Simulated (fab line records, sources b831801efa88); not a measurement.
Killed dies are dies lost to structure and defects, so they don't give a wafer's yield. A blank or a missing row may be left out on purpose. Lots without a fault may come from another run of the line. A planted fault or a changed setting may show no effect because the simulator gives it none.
Chamber matching | flow gf180mcu | GF_CONTACT_CVD_02 on pecvd-04: 3 sister chambers
The step deposits SiO2 from TEOS, target thk 860 nm, time 95.992 s. 6 wafers are shown with their chamber, then 8 later ones without.

WAFERS WITH THEIR CHAMBER
wafer  | chamber | heater_power_w (W) | rf_fwd_power_W (W)
L077.5 | 1       | 583                | 595.7
L083.6 | 1       | 697                | 597.9
L085.3 | 2       | 821                | 599.0
L085.5 | 0       | 629                | 596.9
L085.6 | 2       | 657                | 597.1
L087.3 | 0       | 680                | 598.1

WAFERS WITHOUT THEIR CHAMBER
wafer  | heater_power_w (W) | rf_fwd_power_W (W)
L087.4 | 560                | 596.7
L087.5 | 838                | 602.1
L089.2 | 768                | 598.8
L089.3 | 684                | 596.1
L089.5 | 554                | 595.1
L092.1 | 660                | 598.6
L092.2 | 581                | 599.2
L092.5 | 534                | 596.7

WHICH CHAMBER EACH WENT THROUGH
wafer  | from the rows above          | in truth
L087.4 | can't be placed: 1 or 0 or 2 | 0
L087.5 | can't be placed: 2 or 0 or 1 | 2
L089.2 | can't be placed: 2 or 0 or 1 | 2
L089.3 | can't be placed: 1 or 0 or 2 | 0
L089.5 | can't be placed: 1 or 0 or 2 | 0
L092.1 | can't be placed: 0 or 2 or 1 | 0
L092.2 | can't be placed: 0 or 1 or 2 | 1
L092.5 | can't be placed: 1 or 0 or 2 | 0
Placed correctly: 0 of 8. Can't be placed from these rows: 8 (the true chamber is among the candidates in 8). Placed wrongly: 0.
How it was worked out, from the rows above alone: a wafer's distance from a chamber is the root of the sum, over the readings, of the square of ((its reading less the chamber's mean) divided by the reading's scatter). The wafer belongs to the nearest chamber; if the next one is less than 2 further off, it can't be placed. A chamber's mean is the mean of its shown wafers. The scatter: the root of (the sum of the squares of (reading less its chamber's mean) over the shown wafers, divided by (wafers less chambers)).
